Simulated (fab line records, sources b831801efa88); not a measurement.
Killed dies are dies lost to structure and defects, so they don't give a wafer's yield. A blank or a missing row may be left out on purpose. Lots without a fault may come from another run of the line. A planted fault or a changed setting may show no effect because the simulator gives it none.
fab line records | flow gf180mcu
record lots=24 wafers=72 last_day=34
route steps=602 shown HV_LDD@187 M2@363 V2@385 M5@533 V5@565 TOP_METAL@570
lots that met no fault: from a run of the same line without faults
start_h: hours from the record's first day to the start of the lot's first wafer shown | wait_h: hours since the lot's step before | " the same as in the row above | L1.1+2: a row that stands for several wafers | - no value, or no start given | * or withheld: withheld | < > ~ a bound
route shown NAME@n: a module of which the file shows steps, and the number in the route of the first | usual: mean/standard deviation of fault-free wafers | same: alike in all rows | chamber/n: place in a boat | sites: the reading at each site | _std_site: their standard deviation | _edge_site: outer sites' mean less inner sites' | radius_mm: how far each site lies from the wafer's centre | mask NAME#n: copy n | behind: the tool/chamber that last shaped the wafer | hold: why the lot was held/for how many hours/how that ended | device: the transistor (n, p or np) that didn't switch | end of line: the same wafers' tests at the end of the route | a step without rows: its recipe alone | killed: dies lost to structure and defects at the first sort, not the wafer's yield | map: a wafer's dies, x killed, . not, _ none there
set.NAME: the setting as run; set.NAME@STEP: as run at that earlier step | model.NAME: the simulator's own value behind a step, which no gauge read
steps of the route over a sample of lots; a table a step, a row a wafer
services: from which hour (start_h, from the record's first day; less than 0 if before it) a tool's chamber was out of use, for how many hours, and why
## steps
# step GF_HV_LDD_TW_MEAS_11
# usual HV_LDD_TW=2425/10
# columns lot.wafer tool chamber start_h wait_h HV_LDD_TW
L074.4 film_metro-03 - 216.01 0.1 2426
L074.5 " - " " 2439
L074.6 " - " " 2428
L075.3 film_metro-01 - 224.28 0.1 2431
L075.4 " - " " 2443
L075.5 " - " " 2427
L076.1 film_metro-03 - 241.41 0.1 2430
L076.2 " - " " 2433
L076.6 " - " " 2415
L077.1 film_metro-03 - 248.22 0.1 2440
L077.4 " - " " 2429
L077.6 " - " " 2424
L078.1 film_metro-04 - 249.81 0.1 2426
L078.2 " - " " 2431
L078.6 " - " " 2411
L079.2 film_metro-04 - 254.53 0.1 2434
L079.4 " - " " 2430
L079.5 " - " " 2429
L080.1 film_metro-01 - 260.14 0.1 2411
L080.2 " - " " 2434
L080.3 " - " " 2418
L081.2 film_metro-04 - 271.78 0.1 2418
L081.3 " - " " 2424
L081.4 " - " " 2412
L082.4 film_metro-04 - 281.10 0.1 2414
L082.5 " - " " 2411
L082.6 " - " " 2409
L083.1 film_metro-04 - 290.51 0.1 2432
L083.3 " - " " 2429
L083.4 " - " " 2414
L084.3 film_metro-04 - 293.03 0.1 2435
L084.4 " - " " 2420
L084.5 " - " " 2431
L085.1 film_metro-04 - 296.16 0.1 2419
L085.2 " - " " 2417
L085.6 " - " " 2421
L086.1 film_metro-03 - 301.92 0.1 2430
L086.3 " - " " 2427
L086.4 " - " " 2434
L087.3 film_metro-01 - 312.99 0.1 2416
L087.4 " - " " 2434
L087.5 " - " " 2418
L088.1 film_metro-03 - 320.02 0.1 2441
L088.3 " - " " 2443
L088.6 " - " " 2449
L089.1 film_metro-01 - 325.37 0.1 2420
L089.2 " - " " 2430
L089.5 " - " " 2421
L090.3 film_metro-01 - 335.84 0.1 2413
L090.5 " - " " 2415
L090.6 " - " " 2440
L092.1 film_metro-04 - 354.11 0.1 2431
L092.5 " - " " 2427
L092.6 " - " " 2435
L091.2 film_metro-04 - 356.03 0.1 2435
L091.4 " - " " 2427
L091.6 " - " " 2433
L093.1 film_metro-03 - 359.17 0.1 2434
L093.2 " - " " 2434
L093.3 " - " " 2426
L094.2 film_metro-03 - 366.28 0.1 2437
L094.4 " - " " 2430
L094.5 " - " " 2440
L095.2 film_metro-01 - 371.78 0.1 2409
L095.4 " - " " 2401
L095.5 " - " " 2413
L096.1 film_metro-04 - 376.27 0.1 2423
L096.5 " - " " 2419
L096.6 " - " " 2428
L097.1 film_metro-03 - 391.36 0.1 2422
L097.2 " - " " 2440
L097.4 " - " " 2435
# step GF_M2_SPUTTER_01
# recipe material=TiN target_thk_nm=30 power_w=6500 time_s=25 chamber_pressure_pa=0.4
# usual throttle_valve_pct=30.0/1.1
# columns lot.wafer tool chamber start_h wait_h throttle_valve_pct
L074.4 pvd_sputter-02 - 409.61 0.1 29.9
L074.5 " - " " 29.9
L074.6 " - " " 29.0
L075.3 pvd_sputter-02 - 421.12 0.1 31.1
L075.4 " - " " 32.0
L075.5 " - " " 29.1
L076.1 pvd_sputter-04 - 449.04 0.1 30.1
L076.2 " - " " 30.9
L076.6 " - " " 30.6
L077.1 pvd_sputter-02 - 452.20 0.1 29.8
L077.4 " - " " 30.2
L077.6 " - " " 32.2
L078.1 pvd_sputter-03 - 455.85 0.1 28.4
L078.2 " - " " 31.3
L078.6 " - " " 28.3
L079.2 pvd_sputter-03 - 461.26 0.1 28.5
L079.4 " - " " 31.3
L079.5 " - " " 31.1
L080.1 pvd_sputter-04 - 464.97 0.1 30.4
L080.2 " - " " 30.5
L080.3 " - " " 30.1
L081.2 pvd_sputter-02 - 483.31 0.1 31.2
L081.3 " - " " 29.2
L081.4 " - " " 32.1
L082.4 pvd_sputter-03 - 493.77 0.1 31.2
L082.5 " - " " 30.5
L082.6 " - " " 28.1
L083.1 pvd_sputter-03 - 505.07 0.1 30.4
L083.3 " - " " 28.1
L083.4 " - " " 31.0
L084.3 pvd_sputter-02 - 510.40 0.1 29.1
L084.4 " - " " 31.3
L084.5 " - " " 30.0
L085.1 pvd_sputter-03 - 510.82 0.1 30.3
L085.2 " - " " 28.4
L085.6 " - " " 28.7
L086.1 pvd_sputter-04 - 516.61 0.1 30.0
L086.3 " - " " 30.4
L086.4 " - " " 29.8
L087.3 pvd_sputter-03 - 540.79 0.1 28.7
L087.4 " - " " 30.6
L087.5 " - " " 31.4
L088.1 pvd_sputter-03 - 543.20 0.1 28.5
L088.3 " - " " 31.0
L088.6 " - " " 31.1
L089.1 pvd_sputter-02 - 545.34 0.1 30.7
L089.2 " - " " 32.2
L089.5 " - " " 31.1
L090.3 pvd_sputter-02 - 562.92 0.1 28.9
L090.5 " - " " 32.2
L090.6 " - " " 28.9
L092.1 pvd_sputter-03 - 582.27 0.1 30.5
L092.5 " - " " 30.5
L092.6 " - " " 28.5
L091.2 pvd_sputter-03 - 584.09 0.1 28.6
L091.4 " - " " 31.0
L091.6 " - " " 31.1
L093.1 pvd_sputter-04 - 586.27 0.1 30.8
L093.2 " - " " 29.8
L093.3 " - " " 29.6
L094.2 pvd_sputter-04 - 588.56 0.1 30.0
L094.4 " - " " 30.1
L094.5 " - " " 29.9
L095.2 pvd_sputter-04 - 591.72 0.1 30.5
L095.4 " - " " 30.1
L095.5 " - " " 30.1
L096.1 pvd_sputter-04 - 592.87 0.1 30.5
L096.5 " - " " 29.9
L096.6 " - " " 30.6
L097.1 pvd_sputter-02 - 611.96 0.1 32.3
L097.2 " - " " 29.7
L097.4 " - " " 28.6
# step GF_V2_THK_MEAS_03
# recipe reads=SiO2_of_V2_CVD_02
# usual V2_CVD_02_THK=850/9.7
# columns lot.wafer tool chamber start_h wait_h V2_CVD_02_THK[nm]
L074.4 film_metro-04 - 434.70 0.0 865
L074.5 " - " " 864
L074.6 " - " " 868
L075.3 film_metro-03 - 446.78 0.1 855
L075.4 " - " " 865
L075.5 " - " " 854
L076.1 film_metro-03 - 473.59 0.0 839
L076.2 " - " " 837
L076.6 " - " " 860
L077.1 film_metro-01 - 477.22 0.0 845
L077.4 " - " " 850
L077.6 " - " " 857
L078.1 film_metro-04 - 481.27 0.0 849
L078.2 " - " " 845
L078.6 " - " " 854
L079.2 film_metro-04 - 486.10 0.0 852
L079.4 " - " " 851
L079.5 " - " " 865
L080.1 film_metro-04 - 490.21 0.0 845
L080.2 " - " " 849
L080.3 " - " " 848
L081.2 film_metro-01 - 507.93 0.0 832
L081.3 " - " " 839
L081.4 " - " " 856
L082.4 film_metro-01 - 518.26 0.0 854
L082.5 " - " " 857
L082.6 " - " " 863
L083.1 film_metro-01 - 539.49 0.0 829
L083.3 " - " " 834
L083.4 " - " " 847
L084.3 film_metro-04 - 541.31 0.1 844
L084.4 " - " " 870
L084.5 " - " " 862
L085.1 film_metro-03 - 541.65 0.0 837
L085.2 " - " " 846
L085.6 " - " " 846
L086.1 film_metro-01 - 543.45 0.0 849
L086.3 " - " " 840
L086.4 " - " " 860
L087.3 film_metro-03 - 562.25 0.1 839
L087.4 " - " " 859
L087.5 " - " " 851
L088.1 film_metro-04 - 564.58 0.0 851
L088.3 " - " " 835
L088.6 " - " " 858
L089.1 film_metro-01 - 568.31 0.0 837
L089.2 " - " " 848
L089.5 " - " " 857
L090.3 film_metro-03 - 585.54 0.1 841
L090.5 " - " " 862
L090.6 " - " " 858
L092.1 film_metro-01 - 604.13 0.0 853
L092.5 " - " " 851
L092.6 " - " " 855
L091.2 film_metro-03 - 607.08 0.0 839
L091.4 " - " " 860
L091.6 " - " " 847
L093.1 film_metro-01 - 608.43 0.0 841
L093.2 " - " " 829
L093.3 " - " " 833
L094.2 film_metro-01 - 610.93 0.0 845
L094.4 " - " " 856
L094.5 " - " " 860
L095.2 film_metro-04 - 614.28 0.0 830
L095.4 " - " " 847
L095.5 " - " " 847
L096.1 film_metro-04 - 615.01 0.0 841
L096.5 " - " " 853
L096.6 " - " " 854
L097.1 film_metro-03 - 633.39 0.0 850
L097.2 " - " " 853
L097.4 " - " " 860
# step GF_M5_CD_MEAS_07
# recipe target_cd_nm=280
# usual cd_nm=280.3/1.2
# columns lot.wafer tool chamber start_h wait_h cd_nm
L074.4 cd_sem-01 - 608.66 0.1 279.7
L074.5 " - " " 280.3
L074.6 " - " " 280.5
L075.3 cd_sem-02 - 612.35 0.1 280.1
L075.4 " - " " 279.1
L075.5 " - " " 280.4
L076.1 cd_sem-02 - 633.85 0.1 281.1
L076.2 " - " " 281.4
L076.6 " - " " 281.6
L077.1 cd_sem-01 - 647.01 0.1 280.3
L077.4 " - " " 280.6
L077.6 " - " " 280.3
L078.1 cd_sem-02 - 649.30 0.1 279.2
L078.2 " - " " 279.2
L078.6 " - " " 278.9
L079.2 cd_sem-01 - 652.29 0.2 280.1
L079.4 " - " " 281.1
L079.5 " - " " 281.1
L080.1 cd_sem-01 - 652.92 0.2 281.8
L080.2 " - " " 280.4
L080.3 " - " " 279.8
L081.2 cd_sem-02 - 671.87 0.1 277.3
L081.3 " - " " 278.8
L081.4 " - " " 279.4
L082.4 cd_sem-01 - 676.72 0.1 282.6
L082.5 " - " " 282.1
L082.6 " - " " 281.6
L083.1 cd_sem-01 - 689.71 0.1 280.3
L083.3 " - " " 281.9
L083.4 " - " " 281.9
L084.3 cd_sem-02 - 692.25 0.1 279.7
L084.4 " - " " 280.3
L084.5 " - " " 279.1
L085.1 cd_sem-01 - 692.56 0.1 280.1
L085.2 " - " " 280.1
L085.6 " - " " 280.7
L086.1 cd_sem-02 - 695.71 0.1 279.5
L086.3 " - " " 279.2
L086.4 " - " " 279.1
L087.3 cd_sem-01 - 710.94 0.1 281.7
L087.4 " - " " 281.9
L087.5 " - " " 280.4
L088.1 cd_sem-01 - 715.02 0.1 278.9
L088.3 " - " " 277.8
L088.6 " - " " 277.5
L089.1 cd_sem-01 - 717.61 0.3 280.9
L089.2 " - " " 280.4
L089.5 " - " " 279.5
L090.3 cd_sem-02 - 730.64 0.1 281.8
L090.5 " - " " 282.2
L090.6 " - " " 282.2
L092.1 cd_sem-01 - 743.46 0.1 278.9
L092.5 " - " " 280.5
L092.6 " - " " 279.5
L091.2 cd_sem-01 - 748.81 0.1 281.9
L091.4 " - " " 280.9
L091.6 " - " " 282.4
L093.1 cd_sem-02 - 750.09 0.1 280.6
L093.2 " - " " 280.1
L093.3 " - " " 282.1
L094.2 cd_sem-02 - 753.03 0.1 280.1
L094.4 " - " " 281.2
L094.5 " - " " 281.7
L095.2 cd_sem-02 - 755.41 0.1 279.2
L095.4 " - " " 280.0
L095.5 " - " " 279.6
L096.1 cd_sem-02 - 756.55 0.1 278.2
L096.5 " - " " 278.5
L096.6 " - " " 278.5
L097.1 cd_sem-01 - 770.00 0.1 281.0
L097.2 " - " " 282.2
L097.4 " - " " 281.0
# step GF_V5_THK_MEAS_25
# recipe thk_meas_gauge=xrf reads=W_of_V5_CVD_23
# usual V5_W_THK=350/5.4
# columns lot.wafer tool chamber start_h wait_h V5_W_THK[nm]
L074.4 film_metro-02 - 632.18 0.1 350
L074.5 " - " " 351
L074.6 " - " " 355
L075.3 film_metro-04 - 635.40 0.1 357
L075.4 " - " " 354
L075.5 " - " " 356
L076.1 film_metro-04 - 656.26 0.1 343
L076.2 " - " " 345
L076.6 " - " " 344
L077.1 film_metro-02 - 669.13 0.1 350
L077.4 " - " " 346
L077.6 " - " " 346
L078.1 film_metro-02 - 671.78 0.1 347
L078.2 " - " " 350
L078.6 " - " " 349
L079.2 film_metro-04 - 674.68 0.1 352
L079.4 " - " " 352
L079.5 " - " " 350
L080.1 film_metro-04 - 675.02 0.1 358
L080.2 " - " " 353
L080.3 " - " " 353
L081.2 film_metro-01 - 693.75 0.1 348
L081.3 " - " " 347
L081.4 " - " " 341
L082.4 film_metro-02 - 698.61 0.1 348
L082.5 " - " " 350
L082.6 " - " " 345
L083.1 film_metro-02 - 711.29 0.1 340
L083.3 " - " " 345
L083.4 " - " " 338
L084.3 film_metro-04 - 713.40 0.1 346
L084.4 " - " " 354
L084.5 " - " " 353
L085.1 film_metro-04 - 714.35 0.1 356
L085.2 " - " " 360
L085.6 " - " " 351
L086.1 film_metro-04 - 717.62 0.1 348
L086.3 " - " " 358
L086.4 " - " " 351
L087.3 film_metro-04 - 730.83 0.1 346
L087.4 " - " " 356
L087.5 " - " " 349
L088.1 film_metro-04 - 735.30 0.1 349
L088.3 " - " " 351
L088.6 " - " " 344
L089.1 film_metro-01 - 737.68 0.1 350
L089.2 " - " " 350
L089.5 " - " " 352
L090.3 film_metro-02 - 750.95 0.1 341
L090.5 " - " " 347
L090.6 " - " " 345
L092.1 film_metro-02 - 762.32 0.1 352
L092.5 " - " " 345
L092.6 " - " " 351
L091.2 film_metro-02 - 768.31 0.1 343
L091.4 " - " " 348
L091.6 " - " " 346
L093.1 film_metro-04 - 768.86 0.1 360
L093.2 " - " " 355
L093.3 " - " " 353
L094.2 film_metro-04 - 771.72 0.1 358
L094.4 " - " " 361
L094.5 " - " " 357
L095.2 film_metro-02 - 774.79 0.1 344
L095.4 " - " " 343
L095.5 " - " " 342
L096.1 film_metro-02 - 779.23 0.1 345
L096.5 " - " " 343
L096.6 " - " " 346
L097.1 film_metro-01 - 788.44 0.1 345
L097.2 " - " " 354
L097.4 " - " " 344
# step GF_TOP_METAL_SPUTTER_03
# recipe material=Ti target_thk_nm=5 substrate_temp_c=300 chamber_pressure_pa=0.3 power_w=3000 time_s=3.3
# usual throttle_valve_pct=30.2/1.1
# columns lot.wafer tool chamber start_h wait_h throttle_valve_pct
L074.4 pvd_sputter-04 - 632.69 0.0 30.0
L074.5 " - " " 30.6
L074.6 " - " " 29.8
L075.3 pvd_sputter-04 - 635.91 0.0 30.1
L075.4 " - " " 30.9
L075.5 " - " " 30.2
L076.1 pvd_sputter-04 - 656.80 0.0 29.9
L076.2 " - " " 30.6
L076.6 " - " " 30.2
L077.1 pvd_sputter-04 - 669.66 0.0 29.5
L077.4 " - " " 30.2
L077.6 " - " " 30.5
L078.1 pvd_sputter-03 - 672.32 0.0 31.1
L078.2 " - " " 28.4
L078.6 " - " " 31.4
L079.2 pvd_sputter-04 - 675.20 0.0 30.1
L079.4 " - " " 30.5
L079.5 " - " " 30.4
L080.1 pvd_sputter-02 - 675.55 0.0 30.0
L080.2 " - " " 28.8
L080.3 " - " " 31.1
L081.2 pvd_sputter-02 - 694.48 0.0 31.1
L081.3 " - " " 28.8
L081.4 " - " " 32.2
L082.4 pvd_sputter-02 - 699.11 0.0 29.1
L082.5 " - " " 29.9
L082.6 " - " " 29.0
L083.1 pvd_sputter-03 - 711.82 0.0 31.3
L083.3 " - " " 28.6
L083.4 " - " " 28.8
L084.3 pvd_sputter-04 - 713.91 0.0 30.0
L084.4 " - " " 29.6
L084.5 " - " " 30.2
L085.1 pvd_sputter-03 - 714.88 0.0 31.0
L085.2 " - " " 28.5
L085.6 " - " " 31.3
L086.1 pvd_sputter-02 - 718.16 0.0 31.0
L086.3 " - " " 28.9
L086.4 " - " " 32.2
L087.3 pvd_sputter-02 - 731.34 0.0 30.2
L087.4 " - " " 28.7
L087.5 " - " " 31.2
L088.1 pvd_sputter-02 - 735.84 0.0 28.7
L088.3 " - " " 31.1
L088.6 " - " " 30.0
L089.1 pvd_sputter-03 - 738.30 0.0 31.3
L089.2 " - " " 28.6
L089.5 " - " " 28.4
L090.3 pvd_sputter-04 - 751.46 0.0 30.3
L090.5 " - " " 30.3
L090.6 " - " " 30.0
L092.1 pvd_sputter-02 - 762.85 0.0 30.1
L092.5 " - " " 30.1
L092.6 " - " " 31.3
L091.2 pvd_sputter-04 - 768.83 0.0 30.4
L091.4 " - " " 29.8
L091.6 " - " " 30.9
L093.1 pvd_sputter-03 - 769.39 0.0 28.2
L093.2 " - " " 28.9
L093.3 " - " " 30.5
L094.2 pvd_sputter-04 - 772.24 0.0 29.9
L094.4 " - " " 30.0
L094.5 " - " " 29.6
L095.2 pvd_sputter-04 - 775.31 0.0 30.6
L095.4 " - " " 30.5
L095.5 " - " " 29.7
L096.1 pvd_sputter-02 - 779.76 0.0 29.0
L096.5 " - " " 29.0
L096.6 " - " " 32.2
L097.1 pvd_sputter-02 - 788.97 0.0 28.9
L097.2 " - " " 32.2
L097.4 " - " " 31.0
## services
# columns tool chamber start_h hours kind
pvd_sputter-02 - 429.28 6.2 repair
pvd_sputter-02 0 441.78 - consumable_replace:kit
pvd_sputter-02 0 441.78 18.0 scheduled_down
pvd_sputter-02 0 441.78 18.0 vent_cycle
pvd_sputter-02 - 455.66 4.7 repair
pvd_sputter-04 - 481.48 4.3 repair
pvd_sputter-03 - 537.34 0.5 repair
pvd_sputter-04 - 562.72 5.7 repair
pvd_sputter-03 2 564.27 - consumable_replace:kit
pvd_sputter-03 2 564.27 18.0 scheduled_down
pvd_sputter-03 2 564.27 18.0 vent_cycle
pvd_sputter-04 2 570.19 - consumable_replace:kit
pvd_sputter-04 2 570.19 18.0 scheduled_down
pvd_sputter-04 2 570.19 18.0 vent_cycle
pvd_sputter-02 3 651.10 - consumable_replace:kit
pvd_sputter-02 3 651.10 18.0 scheduled_down
pvd_sputter-02 3 651.10 18.0 vent_cycle
pvd_sputter-03 1 697.06 - consumable_replace:kit
pvd_sputter-03 1 697.06 18.0 scheduled_down
pvd_sputter-02 2 737.75 - consumable_replace:kit
pvd_sputter-02 2 737.75 18.0 scheduled_down
pvd_sputter-02 2 737.75 18.0 vent_cycle
pvd_sputter-03 - 765.30 3.1 repair
pvd_sputter-02 - 766.99 3.7 repair
## key
fault none
